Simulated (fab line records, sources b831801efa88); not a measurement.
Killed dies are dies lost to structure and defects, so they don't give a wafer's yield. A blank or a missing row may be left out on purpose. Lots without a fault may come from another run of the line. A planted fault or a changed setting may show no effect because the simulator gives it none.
Which tool did it? | flow sky130 | 6 lots, 18 wafers sampled, at 1 step of a route of 708

WHAT THE GAUGES READ, wafer by wafer
SKY_NWELL_TW_MEAS_15.
lot  | measured     | on            | NWELL_TW
L530 | day 5 00:54  | film_metro-04 | 1819 1819 1819
L536 | day 6 17:10  | film_metro-04 | 1805 1814 1810
L541 | day 7 16:33  | film_metro-03 | 1847 1835 1846
L547 | day 9 06:43  | film_metro-01 | 1815 1826 1824
L550 | day 10 03:33 | film_metro-01 | 1822 1837 1824
L551 | day 10 11:47 | film_metro-03 | 1842 1832 1832

WHICH TOOL RAN EACH LOT (tool, then ch and the chambers of the sampled wafers, then the start)
The record holds no process step before these readings.

THE ANSWER, worked out from the rows above alone
Rule: what is usual is taken from the lots themselves. Put in order of their means at a reading, lots are off if they are a third of the lots or fewer, leave a main group of 4 or more, and stand apart from it by a gap of 3 or more times the standard deviation of the main group's means; of several such gaps the widest counts. A main group whose means are all the same, to the digits that the tables above print for the reading, isn't used. A lot without any number at a reading at which 4 lots or more have one is off too. The other lots that the step has rows for count as sound.
No lot is off at any reading shown: from this, nothing can be told.

WHAT THE SIMULATOR HAD PUT IN
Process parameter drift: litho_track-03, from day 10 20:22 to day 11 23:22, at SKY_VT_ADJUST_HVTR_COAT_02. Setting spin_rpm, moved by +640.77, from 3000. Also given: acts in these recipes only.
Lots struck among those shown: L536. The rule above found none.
